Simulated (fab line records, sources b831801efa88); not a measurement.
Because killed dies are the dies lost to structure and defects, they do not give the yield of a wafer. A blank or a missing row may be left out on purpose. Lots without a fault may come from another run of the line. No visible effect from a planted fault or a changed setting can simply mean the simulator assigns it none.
The tool behind it: which one? / flow gf180mcu / 11 lots, 33 wafers sampled, at 6 steps of a route of 602

## WHAT THE GAUGES SHOWED, per wafer
GF_V2_THK_MEAS_03.
lot=L461; measured=day 20 00:52; on=film_metro-02; V2_CVD_02_THK (nm)=865 854 852
lot=L462; measured=day 20 13:40; on=film_metro-01; V2_CVD_02_THK (nm)=832 848 835
lot=L463; measured=day 20 14:50; on=film_metro-01; V2_CVD_02_THK (nm)=848 867 859
lot=L466; measured=day 22 02:32; on=film_metro-02; V2_CVD_02_THK (nm)=842 828 841
lot=L467; measured=day 22 08:47; on=film_metro-02; V2_CVD_02_THK (nm)=833 844 852
lot=L469; measured=day 22 22:11; on=film_metro-04; V2_CVD_02_THK (nm)=820 831 838
lot=L468; measured=day 22 23:32; on=film_metro-04; V2_CVD_02_THK (nm)=842 816 841
lot=L474; measured=day 24 11:23; on=film_metro-04; V2_CVD_02_THK (nm)=837 842 857
lot=L480; measured=day 26 14:05; on=film_metro-01; V2_CVD_02_THK (nm)=822 846 839
lot=L483; measured=day 27 11:47; on=film_metro-01; V2_CVD_02_THK (nm)=842 859 848
lot=L484; measured=day 27 17:46; on=film_metro-04; V2_CVD_02_THK (nm)=837 848 844

GF_V2_CD_MEAS_14 targets a cd of 260 nm.
lot=L461; measured=day 21 02:11; on=cd_sem-01; cd_nm (nm)=261.3 261.0 261.5
lot=L462; measured=day 21 13:48; on=cd_sem-02; cd_nm (nm)=261.0 260.9 260.8
lot=L463; measured=day 21 14:58; on=cd_sem-02; cd_nm (nm)=260.6 258.6 258.4
lot=L466; measured=day 23 02:42; on=cd_sem-01; cd_nm (nm)=261.5 260.8 261.9
lot=L467; measured=day 23 09:02; on=cd_sem-01; cd_nm (nm)=261.6 262.0 262.7
lot=L469; measured=day 23 22:03; on=cd_sem-01; cd_nm (nm)=259.5 260.9 260.1
lot=L468; measured=day 23 22:28; on=cd_sem-02; cd_nm (nm)=262.9 260.2 260.9
lot=L474; measured=day 25 09:42; on=cd_sem-01; cd_nm (nm)=259.9 259.8 260.3
lot=L480; measured=day 27 11:41; on=cd_sem-02; cd_nm (nm)=259.8 260.1 260.9
lot=L483; measured=day 28 09:04; on=cd_sem-01; cd_nm (nm)=261.4 261.2 261.0
lot=L484; measured=day 28 14:10; on=cd_sem-01; cd_nm (nm)=259.3 259.9 259.6

GF_M3_RS_MEAS_05: uses a four-point probe to measure.
lot=L461; measured=day 21 03:57; on=film_metro-04; M3_ALCU_RS (ohm/sq)=0.0685 0.0696 0.0690
lot=L462; measured=day 21 15:34; on=film_metro-01; M3_ALCU_RS (ohm/sq)=0.0699 0.0692 0.0708
lot=L463; measured=day 21 16:51; on=film_metro-03; M3_ALCU_RS (ohm/sq)=0.0690 0.0703 0.0701
lot=L466; measured=day 23 04:54; on=film_metro-03; M3_ALCU_RS (ohm/sq)=0.0707 0.0687 0.0699
lot=L467; measured=day 23 10:46; on=film_metro-04; M3_ALCU_RS (ohm/sq)=0.0717 0.0705 0.0711
lot=L469; measured=day 23 23:47; on=film_metro-04; M3_ALCU_RS (ohm/sq)=0.0715 0.0707 0.0704
lot=L468; measured=day 24 00:11; on=film_metro-03; M3_ALCU_RS (ohm/sq)=0.0688 0.0689 0.0704
lot=L474; measured=day 25 11:40; on=film_metro-04; M3_ALCU_RS (ohm/sq)=0.0498 0.0493 0.0683
lot=L480; measured=day 27 13:25; on=film_metro-03; M3_ALCU_RS (ohm/sq)=0.0699 0.0692 0.0693
lot=L483; measured=day 28 10:50; on=film_metro-03; M3_ALCU_RS (ohm/sq)=0.0694 0.0688 0.0690
lot=L484; measured=day 28 15:56; on=film_metro-01; M3_ALCU_RS (ohm/sq)=0.0683 0.0690 0.0696

GF_M3_THK_MEAS_06: measures by xrf.
lot=L461; measured=day 21 04:03; on=film_metro-04; M3_ALCU_THK (nm)=462 456 460
lot=L462; measured=day 21 15:40; on=film_metro-01; M3_ALCU_THK (nm)=456 460 450
lot=L463; measured=day 21 16:58; on=film_metro-03; M3_ALCU_THK (nm)=462 452 456
lot=L466; measured=day 23 05:01; on=film_metro-03; M3_ALCU_THK (nm)=448 463 453
lot=L467; measured=day 23 10:52; on=film_metro-04; M3_ALCU_THK (nm)=442 452 446
lot=L469; measured=day 23 23:54; on=film_metro-04; M3_ALCU_THK (nm)=446 452 453
lot=L468; measured=day 24 00:19; on=film_metro-03; M3_ALCU_THK (nm)=462 462 451
lot=L474; measured=day 25 11:47; on=film_metro-04; M3_ALCU_THK (nm)=639 644 466
lot=L480; measured=day 27 13:32; on=film_metro-03; M3_ALCU_THK (nm)=458 464 460
lot=L483; measured=day 28 10:57; on=film_metro-03; M3_ALCU_THK (nm)=458 461 458
lot=L484; measured=day 28 16:01; on=film_metro-01; M3_ALCU_THK (nm)=468 465 460

## WHAT TOOL EACH LOT RAN ON (gives the tool, then ch and the chambers of the sampled wafers, and finally the start)
lot=L461; GF_V2_ETCH_17=rie_diel-01 ch 0,1, day 21 03:49 or earlier; GF_M3_SPUTTER_02=pvd_sputter-01, day 21 03:49
lot=L462; GF_V2_ETCH_17=rie_diel-03 ch 0,1,2, day 21 15:27 or earlier; GF_M3_SPUTTER_02=pvd_sputter-04, day 21 15:27
lot=L463; GF_V2_ETCH_17=rie_diel-03 ch 0,2,3, day 21 16:44 or earlier; GF_M3_SPUTTER_02=pvd_sputter-01, day 21 16:44
lot=L466; GF_V2_ETCH_17=rie_diel-01 ch 1,3, day 23 04:47 or earlier; GF_M3_SPUTTER_02=pvd_sputter-04, day 23 04:47
lot=L467; GF_V2_ETCH_17=rie_diel-01 ch 0,3, day 23 10:39 or earlier; GF_M3_SPUTTER_02=pvd_sputter-01, day 23 10:39
lot=L469; GF_V2_ETCH_17=rie_diel-02 ch 1,2,3, day 23 23:41 or earlier; GF_M3_SPUTTER_02=pvd_sputter-01, day 23 23:41
lot=L468; GF_V2_ETCH_17=rie_diel-01 ch 1,2,3, day 24 00:06 or earlier; GF_M3_SPUTTER_02=pvd_sputter-04, day 24 00:06
lot=L474; GF_V2_ETCH_17=rie_diel-03 ch 0,1,3, day 25 11:34 or earlier; GF_M3_SPUTTER_02=pvd_sputter-04, day 25 11:34
lot=L480; GF_V2_ETCH_17=rie_diel-03 ch 2,3, day 27 13:19 or earlier; GF_M3_SPUTTER_02=pvd_sputter-03, day 27 13:19
lot=L483; GF_V2_ETCH_17=rie_diel-01 ch 0,2,3, day 28 10:44 or earlier; GF_M3_SPUTTER_02=pvd_sputter-01, day 28 10:44
lot=L484; GF_V2_ETCH_17=rie_diel-01 ch 0,1,2, day 28 15:47 or earlier; GF_M3_SPUTTER_02=pvd_sputter-01, day 28 15:47
- GF_V2_ETCH_17: etches SiO2 in C4F8/O2/Ar, stops on TiN, target depth 630 nm.
- GF_M3_SPUTTER_02: material AlCu, target thk 450 nm, time 23.9 s.

## AS READ BY THE TOOLS THEMSELVES (means over the sampled wafers that have a number; for cases with no such wafer, the mark the record gives instead)
GF_V2_ETCH_17.
lot=L461; tool=rie_diel-01; chamber_pressure_mTorr (mTorr)=40.03; oes_product_au (a.u.)=0.866
lot=L462; tool=rie_diel-03; chamber_pressure_mTorr (mTorr)=40.00; oes_product_au (a.u.)=0.858
lot=L463; tool=rie_diel-03; chamber_pressure_mTorr (mTorr)=40.00; oes_product_au (a.u.)=0.856
lot=L466; tool=rie_diel-01; chamber_pressure_mTorr (mTorr)=39.94; oes_product_au (a.u.)=0.860
lot=L467; tool=rie_diel-01; chamber_pressure_mTorr (mTorr)=40.00; oes_product_au (a.u.)=0.856
lot=L469; tool=rie_diel-02; chamber_pressure_mTorr (mTorr)=40.02; oes_product_au (a.u.)=0.859
lot=L468; tool=rie_diel-01; chamber_pressure_mTorr (mTorr)=39.98; oes_product_au (a.u.)=0.862
lot=L474; tool=rie_diel-03; chamber_pressure_mTorr (mTorr)=40.00; oes_product_au (a.u.)=0.860
lot=L480; tool=rie_diel-03; chamber_pressure_mTorr (mTorr)=40.00; oes_product_au (a.u.)=0.850
lot=L483; tool=rie_diel-01; chamber_pressure_mTorr (mTorr)=40.06; oes_product_au (a.u.)=0.857
lot=L484; tool=rie_diel-01; chamber_pressure_mTorr (mTorr)=40.02; oes_product_au (a.u.)=0.855

GF_M3_SPUTTER_02.
lot=L461; tool=pvd_sputter-01; throttle_valve_pct (%)=30.8
lot=L462; tool=pvd_sputter-04; throttle_valve_pct (%)=30.1
lot=L463; tool=pvd_sputter-01; throttle_valve_pct (%)=31.2
lot=L466; tool=pvd_sputter-04; throttle_valve_pct (%)=30.0
lot=L467; tool=pvd_sputter-01; throttle_valve_pct (%)=30.6
lot=L469; tool=pvd_sputter-01; throttle_valve_pct (%)=30.8
lot=L468; tool=pvd_sputter-04; throttle_valve_pct (%)=29.5
lot=L474; tool=pvd_sputter-04; throttle_valve_pct (%)=29.7
lot=L480; tool=pvd_sputter-03; throttle_valve_pct (%)=28.8
lot=L483; tool=pvd_sputter-01; throttle_valve_pct (%)=30.6
lot=L484; tool=pvd_sputter-01; throttle_valve_pct (%)=31.3

## THE ANSWER, worked out from the rows above alone
Rule: what is usual is taken from the lots themselves. The widest of any qualifying gaps counts: lots, ordered by their means at a reading, are off when they make up no more than a third of the lots, leave a main group of 4 or more, and stand apart from it by 3 or more times the standard deviation of that group's means. The tables above print the reading to a certain number of digits; a main group whose means all agree to those digits is not used. Also off: a lot with no number at a reading for which 4 or more lots have one. Where the step has rows for the other lots, those lots are counted as sound. First the gauges in route order, then the tools' own readings, where a lot's mean is used as printed above. At the first step where some lot is off, the reading lying furthest off is the one used; lots without a number count as furthest.
Off: at GF_M3_RS_MEAS_05 (M3_ALCU_RS), L474. The main group has a mean of 0.0697 ohm/sq with a standard deviation of 0.0007.
If a tool, at a process step before that reading, ran all the lots that are off and no sound lot after the first of them, it fits. The gauges at GF_M3_RS_MEAS_05 are tried like those tools. GF_V2_ETCH_17 gives no start for some lots, so the hours and the order of its lots are those of GF_M3_SPUTTER_02. Can't be told from this: 2 tools fit, pvd_sputter-04 at GF_M3_SPUTTER_02, film_metro-04 at GF_M3_RS_MEAS_05.

## WHAT THE SIMULATOR PUT IN
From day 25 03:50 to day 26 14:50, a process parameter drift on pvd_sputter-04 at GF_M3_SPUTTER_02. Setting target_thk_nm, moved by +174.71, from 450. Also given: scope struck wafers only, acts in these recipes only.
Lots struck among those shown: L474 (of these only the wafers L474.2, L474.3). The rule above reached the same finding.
